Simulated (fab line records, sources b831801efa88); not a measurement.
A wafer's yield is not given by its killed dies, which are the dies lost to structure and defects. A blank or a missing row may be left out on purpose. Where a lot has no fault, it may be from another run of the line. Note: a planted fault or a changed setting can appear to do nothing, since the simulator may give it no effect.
fab line records -- flow sky130
record lots=6, wafers=18, last_day=50
route steps=708 shown FIELD_ISO@30 NWELL@32 DNWELL@35 PWDE@45 PAD_OPEN@708
lots with no fault: from the same line, run without faults
start_h: hours from the record's first day to the start of the lot's first wafer shown -- wait_h: hours elapsed since this lot's preceding step -- " repeats the value in the row above -- L1.1+2: one row covering several wafers at once -- - no value, or no start was given -- * or withheld: withheld -- < > ~ a bound
route shown NAME@n: a module of which the file shows steps, and the number in the route of the first -- usual: mean and standard deviation over wafers with no fault -- same: alike in all rows -- chamber/n: place in a boat -- sites: per-site readings -- _std_site: standard deviation of those values -- _edge_site: inner sites' mean taken away from outer sites' mean -- radius_mm: for every site, how far away it sits from the centre of the wafer -- mask NAME#n: copy n -- behind: the tool/chamber that last shaped the wafer -- hold: cause of the lot's hold/its duration in hours/its outcome -- device: whichever transistor did not switch (one of n, p or np) -- end of line: tests run on the same wafers once the route is complete -- for a step that has no rows: nothing shown but its recipe -- killed: at the first sort, the dies lost to defects and structure; wafer yield is something else -- map: the dies of a wafer, with x for killed, . for not killed, _ for no die there
set.NAME: the setting the step ran with; set.NAME@STEP: the setting that earlier step ran with -- model.NAME: the simulator's own value behind a step, which no gauge read
lots at some steps of the route; a table a step, a row a wafer
services: the hour from which a tool's chamber was out of use, counted from the record's first day as start_h (under 0 if before that day), plus the number of hours and why
## steps
# step SKY_FIELD_ISO_WET_ETCH_29
# recipe chemistry=H3PO4, target_depth_nm=160, target=Si3N4, temp_c=160, time_s=1825
# step SKY_FIELD_ISO_WET_ETCH_30
# recipe chemistry=dHF, target_depth_nm=25, target=SiO2, dilution=10:1, temp_c=25, time_s=50
# step SKY_NWELL_CLEAN_00
# recipe chemistry=SC1/SC2, mix=1:4:20, temp_c=70, time_s=150, dry=n2_spin
# step SKY_NWELL_OXIDATION_01
# recipe temp_c=900, ambient=O2, stabilise_s=600, purge_s=300, target_thk_a=100, ox_time_s=1418
# step SKY_NWELL_THK_MEAS_02
# recipe reads=SiO2_of_NWELL_OXIDATION_01
# usual NWELL_OXIDATION_THK=10.00/0.18
lot.wafer,tool,chamber,start_h,wait_h,NWELL_OXIDATION_THK[nm]
L774.3,film_metro-04,-,41.07,0.0,10.23
L774.4,film_metro-04,-,41.07,0.0,10.33
L774.5,film_metro-04,-,41.07,0.0,10.17
L782.1,film_metro-02,-,83.36,0.0,9.81
L782.4,film_metro-02,-,83.36,0.0,9.91
L782.6,film_metro-02,-,83.36,0.0,10.07
L783.1,film_metro-01,-,88.71,0.0,10.09
L783.4,film_metro-01,-,88.71,0.0,10.17
L783.6,film_metro-01,-,88.71,0.0,10.10
L785.1,film_metro-02,-,105.43,0.0,9.73
L785.5,film_metro-02,-,105.43,0.0,9.67
L785.6,film_metro-02,-,105.43,0.0,9.69
L789.3,film_metro-04,-,119.81,0.0,9.77
L789.4,film_metro-04,-,119.81,0.0,9.95
L789.6,film_metro-04,-,119.81,0.0,9.90
L795.2,film_metro-01,-,151.48,0.0,9.84
L795.3,film_metro-01,-,151.48,0.0,10.01
L795.5,film_metro-01,-,151.48,0.0,10.08
# step SKY_DNWELL_DEHYDRATE_00
# recipe temp_c=200, time_s=60
# step SKY_DNWELL_HMDS_01
# recipe prime_time_s=60, prime_temp_c=120
# step SKY_DNWELL_COAT_02
# recipe spin_rpm=2000, resist_thk_nm=3000
# step SKY_DNWELL_SOFTBAKE_03
# recipe temp_c=110, time_s=withheld
# step SKY_DNWELL_EXPOSE_04
# recipe mask_id=DNM, na=0.57, target_cd_nm=3000, dose_mj=222
# step SKY_DNWELL_PEB_05
# recipe temp_c=115, time_s=withheld
# step SKY_DNWELL_DEVELOP_06
# recipe wall_angle_deg=90, developer=TMAH, develop_time_s=60, dev_temp_c=23
# step SKY_DNWELL_IMPLANT_07
# recipe species=P, energy_kev=withheld, dose_cm2=withheld, tilt_deg=withheld
lot.wafer,tool,chamber,start_h,wait_h
L774.3+4+5,implanter-01,0,57.06,-
L782.1+4+6,implanter-03,0,99.76,-
L783.1+4+6,implanter-04,0,105.41,-
L785.1+5+6,implanter-03,0,123.06,-
L789.3+4+6,implanter-03,0,138.83,-
L795.2+3+5,implanter-04,0,171.07,-
# step SKY_DNWELL_STRIP_08
# recipe chemistry=O2/N2, power_w=1400, pressure_mtorr=1500, platen_temp_c=withheld, o2_flow_sccm=3000, n2_flow_sccm=300, overash_fraction=0.5
# usual drypump_motor_current_A=6.04/0.21, oes_product_au=0.722/0.0049, strip_time_to_endpoint_s=36.86/0.11
# same overash_fraction=0.5
lot.wafer,tool,chamber,start_h,wait_h,drypump_motor_current_A,oes_product_au,rf_hours_counter_h,strip_time_to_endpoint_s
L774.3,plasma_asher-01,1,57.19,0.1,6.24,0.718,-,36.70
L774.4,plasma_asher-01,0,57.19,0.1,6.14,0.727,-,36.80
L774.5,plasma_asher-01,0,57.19,0.1,6.15,0.727,-,36.77
L782.1,plasma_asher-04,1,99.91,0.1,5.67,0.722,42,36.71
L782.4,plasma_asher-04,0,99.91,0.1,6.08,0.722,-,36.75
L782.6,plasma_asher-04,1,99.91,0.1,5.68,0.719,-,36.72
L783.1,plasma_asher-02,1,105.56,0.1,6.25,0.724,42,36.84
L783.4,plasma_asher-02,1,105.56,0.1,6.24,0.728,-,36.82
L783.6,plasma_asher-02,1,105.56,0.1,6.25,0.728,-,36.99
L785.1,plasma_asher-02,1,123.21,0.1,6.26,0.716,44,36.89
L785.5,plasma_asher-02,1,123.21,0.1,6.26,0.728,-,36.88
L785.6,plasma_asher-02,0,123.21,0.1,6.01,0.723,-,36.88
L789.3,plasma_asher-04,1,138.96,0.1,5.66,0.714,-,36.80
L789.4,plasma_asher-04,0,138.96,0.1,6.07,0.720,-,36.73
L789.6,plasma_asher-04,0,138.96,0.1,6.07,0.728,-,36.73
L795.2,plasma_asher-01,0,171.19,0.1,6.13,0.723,35,36.87
L795.3,plasma_asher-01,1,171.19,0.1,6.27,0.717,-,36.78
L795.5,plasma_asher-01,1,171.19,0.1,6.27,0.724,-,36.78
# step SKY_DNWELL_TW_MEAS_09
# usual DNWELL_TW=1108/8.8
lot.wafer,tool,chamber,start_h,wait_h,DNWELL_TW
L774.3,film_metro-04,-,57.28,0.1,1122
L774.4,film_metro-04,-,57.28,0.1,1123
L774.5,film_metro-04,-,57.28,0.1,1122
L782.1,film_metro-01,-,100.01,0.1,1113
L782.4,film_metro-01,-,100.01,0.1,1103
L782.6,film_metro-01,-,100.01,0.1,1104
L783.1,film_metro-01,-,105.66,0.1,1108
L783.4,film_metro-01,-,105.66,0.1,1108
L783.6,film_metro-01,-,105.66,0.1,1112
L785.1,film_metro-02,-,123.31,0.1,1101
L785.5,film_metro-02,-,123.31,0.1,1096
L785.6,film_metro-02,-,123.31,0.1,1096
L789.3,film_metro-04,-,139.05,0.1,1119
L789.4,film_metro-04,-,139.05,0.1,1116
L789.6,film_metro-04,-,139.05,0.1,1114
L795.2,film_metro-02,-,171.30,0.1,1102
L795.3,film_metro-02,-,171.30,0.1,1101
L795.5,film_metro-02,-,171.30,0.1,1096
# step SKY_PWDE_DEHYDRATE_00
# recipe temp_c=200, time_s=60
# step SKY_PWDE_HMDS_01
# recipe prime_time_s=60, prime_temp_c=120
# step SKY_PWDE_COAT_02
# recipe spin_rpm=2000, resist_thk_nm=3000
# step SKY_PWDE_SOFTBAKE_03
# recipe temp_c=110, time_s=withheld
# step SKY_PWDE_EXPOSE_04
# recipe mask_id=PWDEM, na=0.6, source_shape=conventional, sigma_outer=0.6, polarization=unpolarized, target_cd_nm=840, dose_mj=214
# step SKY_PWDE_PEB_05
# recipe temp_c=115, time_s=withheld
# step SKY_PWDE_DEVELOP_06
# recipe wall_angle_deg=90, developer=TMAH, develop_time_s=60, dev_temp_c=23
# step SKY_PWDE_OVL_MEAS_07
# usual PWDE_OVL=-0.4/1.6
lot.wafer,tool,chamber,start_h,wait_h,PWDE_OVL[nm]
L774.3,overlay-01,-,72.65,-,1.2
L774.4,overlay-01,-,72.65,-,-0.2
L774.5,overlay-01,-,72.65,-,1.5
L782.1,overlay-01,-,117.42,-,-0.6
L782.4,overlay-01,-,117.42,-,-1.1
L782.6,overlay-01,-,117.42,-,2.2
L783.1,overlay-02,-,123.59,-,0.8
L783.4,overlay-02,-,123.59,-,1.5
L783.6,overlay-02,-,123.59,-,0.7
L785.1,overlay-02,-,141.26,-,-3.6
L785.5,overlay-02,-,141.26,-,-1.4
L785.6,overlay-02,-,141.26,-,-0.3
L789.3,overlay-01,-,158.03,-,-2.3
L789.4,overlay-01,-,158.03,-,-2.4
L789.6,overlay-01,-,158.03,-,-2.0
L795.2,overlay-02,-,192.03,-,-1.4
L795.3,overlay-02,-,192.03,-,-0.7
L795.5,overlay-02,-,192.03,-,-0.4
# step SKY_PWDE_IMPLANT_08
# recipe species=B, energy_kev=150, dose_cm2=3.6e+12, tilt_deg=withheld
# step SKY_PWDE_STRIP_09
# recipe chemistry=O2/N2, power_w=1400, pressure_mtorr=1500, platen_temp_c=withheld, o2_flow_sccm=3000, n2_flow_sccm=300, overash_fraction=0.5
# usual drypump_motor_current_A=6.01/0.26, oes_product_au=0.723/0.0045, strip_time_to_endpoint_s=36.91/0.1
# same overash_fraction=0.5
lot.wafer,tool,chamber,start_h,wait_h,drypump_motor_current_A,oes_product_au,rf_hours_counter_h,strip_time_to_endpoint_s
L774.3,plasma_asher-04,1,72.86,0.1,5.66,0.722,-,36.91
L774.4,plasma_asher-04,0,72.86,0.1,6.08,0.720,-,36.97
L774.5,plasma_asher-04,0,72.86,0.1,6.06,0.718,-,36.97
L782.1,plasma_asher-03,0,117.68,0.1,6.15,0.725,44,36.84
L782.4,plasma_asher-03,0,117.68,0.1,6.16,0.722,-,36.89
L782.6,plasma_asher-03,0,117.68,0.1,6.15,0.724,-,37.00
L783.1,plasma_asher-01,0,123.78,0.1,6.11,0.724,30,36.94
L783.4,plasma_asher-01,1,123.78,0.1,6.23,0.720,-,37.01
L783.6,plasma_asher-01,1,123.78,0.1,6.25,0.721,-,36.97
L785.1,plasma_asher-03,0,141.45,0.1,6.17,0.719,46,36.72
L785.5,plasma_asher-03,1,141.45,0.1,5.52,0.717,-,36.72
L785.6,plasma_asher-03,0,141.45,0.1,6.12,0.723,-,36.72
L789.3,plasma_asher-01,1,158.24,0.1,6.20,0.718,-,36.87
L789.4,plasma_asher-01,0,158.24,0.1,6.13,0.729,-,36.85
L789.6,plasma_asher-01,1,158.24,0.1,6.20,0.721,-,36.74
L795.2,plasma_asher-03,1,192.21,0.1,5.52,0.725,50,36.83
L795.3,plasma_asher-03,1,192.21,0.1,5.51,0.717,-,36.74
L795.5,plasma_asher-03,1,192.21,0.1,5.51,0.722,-,36.81
# step SKY_PWDE_TW_MEAS_10
# usual PWDE_TW=371.7/2.8
lot.wafer,tool,chamber,start_h,wait_h,PWDE_TW
L774.3,film_metro-01,-,72.95,0.1,371.6
L774.4,film_metro-01,-,72.95,0.1,371.9
L774.5,film_metro-01,-,72.95,0.1,369.9
L782.1,film_metro-04,-,117.78,0.1,375.4
L782.4,film_metro-04,-,117.78,0.1,374.0
L782.6,film_metro-04,-,117.78,0.1,373.8
L783.1,film_metro-01,-,123.88,0.1,371.5
L783.4,film_metro-01,-,123.88,0.1,370.5
L783.6,film_metro-01,-,123.88,0.1,369.8
L785.1,film_metro-01,-,141.55,0.1,367.6
L785.5,film_metro-01,-,141.55,0.1,370.8
L785.6,film_metro-01,-,141.55,0.1,369.3
L789.3,film_metro-01,-,158.33,0.1,371.5
L789.4,film_metro-01,-,158.33,0.1,371.4
L789.6,film_metro-01,-,158.33,0.1,372.0
L795.2,film_metro-04,-,192.32,0.1,375.6
L795.3,film_metro-04,-,192.32,0.1,375.5
L795.5,film_metro-04,-,192.32,0.1,375.7
# step SKY_NWELL_DEHYDRATE_03
# recipe temp_c=200, time_s=60
# step SKY_NWELL_HMDS_04
# recipe prime_time_s=60, prime_temp_c=120
# step SKY_NWELL_COAT_05
# recipe spin_rpm=2000, resist_thk_nm=3000
# step SKY_NWELL_SOFTBAKE_06
# recipe temp_c=110, time_s=withheld
# step SKY_NWELL_EXPOSE_07
# recipe mask_id=NWM, na=0.6, source_shape=conventional, sigma_outer=0.6, polarization=unpolarized, target_cd_nm=840, dose_mj=255
# step SKY_NWELL_PEB_08
# recipe temp_c=115, time_s=withheld
# step SKY_NWELL_DEVELOP_09
# recipe wall_angle_deg=90, developer=TMAH, develop_time_s=60, dev_temp_c=23
# step SKY_NWELL_OVL_MEAS_10
# usual NWELL_00_OVL=0.2/1.4
lot.wafer,tool,chamber,start_h,wait_h,NWELL_00_OVL[nm]
L774.3,overlay-01,-,89.74,-,-1.6
L774.4,overlay-01,-,89.74,-,-0.2
L774.5,overlay-01,-,89.74,-,1.0
L782.1,overlay-02,-,136.28,-,0.5
L782.4,overlay-02,-,136.28,-,-0.7
L782.6,overlay-02,-,136.28,-,1.0
L783.1,overlay-01,-,142.22,-,1.7
L783.4,overlay-01,-,142.22,-,2.5
L783.6,overlay-01,-,142.22,-,1.7
L785.1,overlay-01,-,160.91,-,-1.9
L785.5,overlay-01,-,160.91,-,-1.0
L785.6,overlay-01,-,160.91,-,-2.9
L789.3,overlay-01,-,178.52,-,2.3
L789.4,overlay-01,-,178.52,-,2.7
L789.6,overlay-01,-,178.52,-,1.7
L795.2,overlay-01,-,214.02,-,-0.3
L795.3,overlay-01,-,214.02,-,1.4
L795.5,overlay-01,-,214.02,-,-1.0
# step SKY_NWELL_IMPLANT_11
# recipe species=P, energy_kev=400, dose_cm2=1.9e+13, tilt_deg=withheld
# step SKY_NWELL_IMPLANT_12
# recipe species=P, energy_kev=120, dose_cm2=1.3e+12, tilt_deg=withheld
# step SKY_NWELL_IMPLANT_13
# recipe species=P, energy_kev=50, dose_cm2=7e+11, tilt_deg=withheld
# step SKY_NWELL_STRIP_14
# recipe chemistry=O2/N2, power_w=1400, pressure_mtorr=1500, platen_temp_c=withheld, o2_flow_sccm=3000, n2_flow_sccm=300, overash_fraction=0.5
# usual drypump_motor_current_A=5.89/0.29, oes_product_au=0.722/0.0052, strip_time_to_endpoint_s=36.87/0.14
# same overash_fraction=0.5
lot.wafer,tool,chamber,start_h,wait_h,drypump_motor_current_A,oes_product_au,rf_hours_counter_h,strip_time_to_endpoint_s
L774.3,plasma_asher-03,0,90.25,0.1,6.18,0.715,-,36.96
L774.4,plasma_asher-03,1,90.25,0.1,5.51,0.714,-,37.04
L774.5,plasma_asher-03,1,90.25,0.1,5.52,0.716,-,36.98
L782.1,plasma_asher-03,0,136.76,0.1,6.18,0.722,46,36.78
L782.4,plasma_asher-03,0,136.76,0.1,6.15,0.716,-,36.78
L782.6,plasma_asher-03,1,136.76,0.1,5.52,0.725,-,36.76
L783.1,plasma_asher-02,1,142.71,0.1,6.28,0.715,46,36.89
L783.4,plasma_asher-02,0,142.71,0.1,5.98,0.716,-,36.94
L783.6,plasma_asher-02,1,142.71,0.1,6.26,0.723,-,37.09
L785.1,plasma_asher-03,1,161.40,0.1,5.53,0.726,47,36.99
L785.5,plasma_asher-03,0,161.40,0.1,6.13,0.727,-,37.01
L785.6,plasma_asher-03,1,161.40,0.1,5.51,0.716,-,36.99
L789.3,plasma_asher-02,1,179.03,0.1,6.26,0.731,-,36.70
L789.4,plasma_asher-02,0,179.03,0.1,6.00,0.726,-,36.71
L789.6,plasma_asher-02,1,179.03,0.1,6.25,0.725,-,36.87
L795.2,plasma_asher-04,1,214.50,0.1,5.65,0.722,10,36.87
L795.3,plasma_asher-04,1,214.50,0.1,5.64,0.730,-,36.91
L795.5,plasma_asher-04,0,214.50,0.1,6.05,0.720,-,36.81
# step SKY_NWELL_TW_MEAS_15
# usual NWELL_TW=1814/16
lot.wafer,tool,chamber,start_h,wait_h,NWELL_TW
L774.3,film_metro-02,-,90.33,0.1,1803
L774.4,film_metro-02,-,90.33,0.1,1803
L774.5,film_metro-02,-,90.33,0.1,1794
L782.1,film_metro-04,-,136.86,0.1,1826
L782.4,film_metro-04,-,136.86,0.1,1829
L782.6,film_metro-04,-,136.86,0.1,1817
L783.1,film_metro-04,-,142.81,0.1,1820
L783.4,film_metro-04,-,142.81,0.1,1822
L783.6,film_metro-04,-,142.81,0.1,1825
L785.1,film_metro-02,-,161.50,0.1,1799
L785.5,film_metro-02,-,161.50,0.1,1800
L785.6,film_metro-02,-,161.50,0.1,1816
L789.3,film_metro-04,-,179.12,0.1,1833
L789.4,film_metro-04,-,179.12,0.1,1828
L789.6,film_metro-04,-,179.12,0.1,1827
L795.2,film_metro-01,-,214.61,0.1,1798
L795.3,film_metro-01,-,214.61,0.1,1791
L795.5,film_metro-01,-,214.61,0.1,1792
# step SKY_NWELL_DEHYDRATE_16
# recipe temp_c=200, time_s=60
# step SKY_NWELL_HMDS_17
# recipe prime_time_s=60, prime_temp_c=120
# step SKY_NWELL_COAT_18
# recipe spin_rpm=2000, resist_thk_nm=3000
# step SKY_PAD_OPEN_PROBE_99
# usual killed_at_M0_to_M3=42/6.1, killed_at_M4_up=3.1/1.7, killed_at_contacts=24/5.5, killed_at_front_end=16/4.1, killed_at_other=0.3/0.57, killed_dies=86/8.2, killed_open=47/6.8, killed_short=38/5.8
# same gross_dies=492, killed_at_back_side=0
lot.wafer,tool,chamber,start_h,wait_h,killed_at_M0_to_M3,killed_at_M4_up,killed_at_contacts,killed_at_front_end,killed_at_other,killed_dies,killed_open,killed_short,model.etest.res_deep_nwell.rs_ohm_sq_range
L774.3,prober-01,-,1080.25,0.2,33,2,20,15,0,70,38,32,100.7
L774.4,prober-01,-,1080.30,0.2,47,4,30,15,1,97,52,44,52.71
L774.5,prober-01,-,1080.35,0.2,39,2,22,18,0,81,44,37,43.4
L782.1,prober-01,-,1127.99,0.1,49,5,39,7,0,100,61,37,31.01
L782.4,prober-01,-,1128.14,0.2,32,3,25,22,0,82,39,43,71.13
L782.6,prober-01,-,1128.24,0.2,42,1,23,12,1,79,39,37,45.91
L783.1,prober-02,-,1129.69,0.1,46,5,15,18,0,84,51,33,59.54
L783.4,prober-02,-,1129.84,0.2,60,2,21,16,0,99,61,38,54.17
L783.6,prober-02,-,1129.94,0.2,42,3,16,20,1,82,36,46,41.98
L785.1,prober-02,-,1150.86,0.1,39,1,28,22,0,90,55,34,70.41
L785.5,prober-02,-,1151.06,0.2,43,3,29,17,0,92,46,46,45.78
L785.6,prober-02,-,1151.11,0.2,32,1,22,15,1,71,39,32,191.9
L789.3,prober-02,-,1164.93,0.2,39,6,21,19,0,85,51,34,205.1
L789.4,prober-02,-,1164.98,0.2,49,4,25,18,1,97,61,35,42.56
L789.6,prober-02,-,1165.08,0.2,29,2,28,17,0,76,41,34,168.8
L795.2,prober-02,-,1192.69,0.1,39,5,32,13,0,89,52,37,43.98
L795.3,prober-02,-,1192.74,0.2,39,4,26,19,1,89,41,47,66.32
L795.5,prober-02,-,1192.84,0.2,46,0,29,11,0,86,43,43,71.56
# killed by level:class
L774.3 CONTACT:geometric_particle:open=8 VIA1:geometric_particle:open=8 METAL1:geometric_particle:short=6 VIA2:geometric_particle:open=6 LI_CONTACT:geometric_particle:open=5 POLY_GATE:geometric_particle:short=4 LOCAL_INTERCONNECT:geometric_particle:short=4 FIELD_ISO:geometric_particle:open=3
L774.4 CONTACT:geometric_particle:open=17 VIA1:geometric_particle:open=12 METAL2:geometric_particle:short=7 METAL1:geometric_particle:short=6 VIA2:geometric_particle:short=6 VIA2:geometric_particle:open=6 POLY_GATE:geometric_particle:short=5 CONTACT:geometric_particle:short=5
L774.5 VIA2:geometric_particle:open=10 VIA1:geometric_particle:open=7 CONTACT:geometric_particle:short=7 FIELD_ISO:geometric_particle:short=6 CONTACT:geometric_particle:open=6 LOCAL_INTERCONNECT:geometric_particle:short=5 POLY_GATE:geometric_particle:open=4 LI_CONTACT:geometric_particle:open=4
L782.1 CONTACT:geometric_particle:open=20 VIA1:geometric_particle:open=9 VIA2:geometric_particle:open=8 LI_CONTACT:geometric_particle:open=7 CONTACT:geometric_particle:short=7 METAL1:geometric_particle:short=6 METAL2:geometric_particle:short=6 VIA3:geometric_particle:open=6
L782.4 VIA1:geometric_particle:open=8 FIELD_ISO:geometric_particle:open=7 POLY_GATE:geometric_particle:short=7 CONTACT:geometric_particle:open=7 LI_CONTACT:geometric_particle:open=6 FIELD_ISO:geometric_particle:short=5 LOCAL_INTERCONNECT:geometric_particle:short=5 CONTACT:geometric_particle:short=5
L782.6 VIA3:geometric_particle:short=8 CONTACT:geometric_particle:open=7 VIA1:geometric_particle:open=7 METAL2:geometric_particle:short=6 POLY_GATE:geometric_particle:open=5 METAL1:geometric_particle:short=5 VIA3:geometric_particle:open=5 FIELD_ISO:geometric_particle:open=4
L783.1 VIA2:geometric_particle:open=10 VIA1:geometric_particle:open=7 VIA3:geometric_particle:open=6 VIA1:geometric_particle:short=6 POLY_GATE:geometric_particle:open=5 LI_CONTACT:geometric_particle:open=5 METAL1:geometric_particle:short=4 CONTACT:geometric_particle:open=4
L783.4 VIA3:geometric_particle:open=13 VIA1:geometric_particle:open=12 VIA2:geometric_particle:open=9 LI_CONTACT:geometric_particle:open=8 METAL2:geometric_particle:short=7 METAL1:geometric_particle:short=5 VIA2:geometric_particle:short=5 POLY_GATE:geometric_particle:open=4
L783.6 VIA1:geometric_particle:open=10 SPACER:geometric_particle:short=7 CONTACT:geometric_particle:short=6 LI_CONTACT:geometric_particle:open=5 VIA1:geometric_particle:short=5 VIA2:geometric_particle:open=5 METAL2:geometric_particle:short=5 VIA3:geometric_particle:open=5
L785.1 FIELD_ISO:geometric_particle:open=9 LI_CONTACT:geometric_particle:open=9 CONTACT:geometric_particle:open=8 VIA1:geometric_particle:open=8 VIA3:geometric_particle:open=7 FIELD_ISO:geometric_particle:short=6 VIA2:geometric_particle:open=6 METAL1:geometric_particle:short=5
L785.5 CONTACT:geometric_particle:open=12 VIA1:geometric_particle:open=9 LOCAL_INTERCONNECT:geometric_particle:short=6 VIA2:geometric_particle:open=6 VIA3:geometric_particle:short=6 POLY_GATE:geometric_particle:short=4 POLY_GATE:geometric_particle:open=4 LI_CONTACT:geometric_particle:open=4
L785.6 CONTACT:geometric_particle:open=9 VIA1:geometric_particle:open=8 VIA2:geometric_particle:open=6 LI_CONTACT:geometric_particle:open=5 FIELD_ISO:geometric_particle:short=4 FIELD_ISO:geometric_particle:open=4 POLY_GATE:geometric_particle:short=4 CONTACT:geometric_particle:short=4
L789.3 VIA1:geometric_particle:open=15 LI_CONTACT:geometric_particle:open=7 CONTACT:geometric_particle:open=6 VIA3:geometric_particle:open=6 LOCAL_INTERCONNECT:geometric_particle:short=5 VIA1:geometric_particle:short=5 VIA2:geometric_particle:open=5 METAL4:geometric_particle:short=5
L789.4 VIA1:geometric_particle:open=22 CONTACT:geometric_particle:open=11 FIELD_ISO:geometric_particle:short=7 LOCAL_INTERCONNECT:geometric_particle:short=5 VIA3:geometric_particle:open=5 VIA2:geometric_particle:open=5 CONTACT:geometric_particle:short=4 FIELD_ISO:geometric_particle:open=3
L789.6 LI_CONTACT:geometric_particle:open=8 CONTACT:geometric_particle:open=7 VIA1:geometric_particle:open=6 LOCAL_INTERCONNECT:geometric_particle:short=5 POLY_GATE:geometric_particle:short=4 POLY_GATE:geometric_particle:open=4 METAL2:geometric_particle:short=4 VIA2:geometric_particle:short=4
L795.2 CONTACT:geometric_particle:open=18 VIA1:geometric_particle:open=9 FIELD_ISO:geometric_particle:open=7 METAL2:geometric_particle:short=6 METAL1:geometric_particle:short=6 LI_CONTACT:geometric_particle:open=5 LOCAL_INTERCONNECT:geometric_particle:short=5 VIA3:geometric_particle:short=5
L795.3 VIA1:geometric_particle:open=11 VIA1:geometric_particle:short=10 CONTACT:geometric_particle:open=8 CONTACT:geometric_particle:short=7 LI_CONTACT:geometric_particle:open=6 METAL1:geometric_particle:short=5 POLY_GATE:geometric_particle:open=4 POLY_GATE:geometric_particle:short=4
L795.5 VIA1:geometric_particle:open=11 LI_CONTACT:geometric_particle:open=10 CONTACT:geometric_particle:open=8 METAL2:geometric_particle:short=7 VIA2:geometric_particle:short=6 VIA3:geometric_particle:open=5 LI_CONTACT:geometric_particle:short=4 LOCAL_INTERCONNECT:geometric_particle:short=4
## services
tool,chamber,start_h,hours,kind
plasma_asher-04,-,92.50,2.8,pm
plasma_asher-04,-,108.75,9.0,pm
plasma_asher-04,0,108.75,9.0,vent_cycle
plasma_asher-04,1,108.75,9.0,vent_cycle
implanter-01,-,116.14,5.4,repair
implanter-03,-,117.05,2.8,repair
plasma_asher-04,0,117.75,-,clean
plasma_asher-04,1,117.75,-,clean
plasma_asher-01,-,120.76,2.7,repair
plasma_asher-03,-,141.95,10.9,repair
plasma_asher-04,-,144.42,1.5,repair
implanter-04,-,178.28,4.2,repair
plasma_asher-03,-,179.16,2.8,pm
## key
first_sign none at tools or gauges
model_effect step=SKY_PAD_OPEN_PROBE_99, value=etest.res_deep_nwell.rs_ohm_sq_range, without=51.63, struck=188.6
met_at SKY_DNWELL_IMPLANT_07
struck_wafers L785.6,L789.3,L789.6
tester_left_out L785,L789
onset_between 99.76 123.06
fault kind=process_parameter_drift, tool=implanter-03, chamber=-, onset_h=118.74, steps=SKY_DNWELL_IMPLANT_07, channel=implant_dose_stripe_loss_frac, offset=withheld, shape=step, end_h=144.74, scope=struck_wafers_only
# tester_left_out: of these lots the tester's yield and bins aren't shown, on N5 and GAA mostly nor the transistor test; their killed dies are dies lost to structure and defects alone, not to doping, threshold or leakage, so they don't give the yield
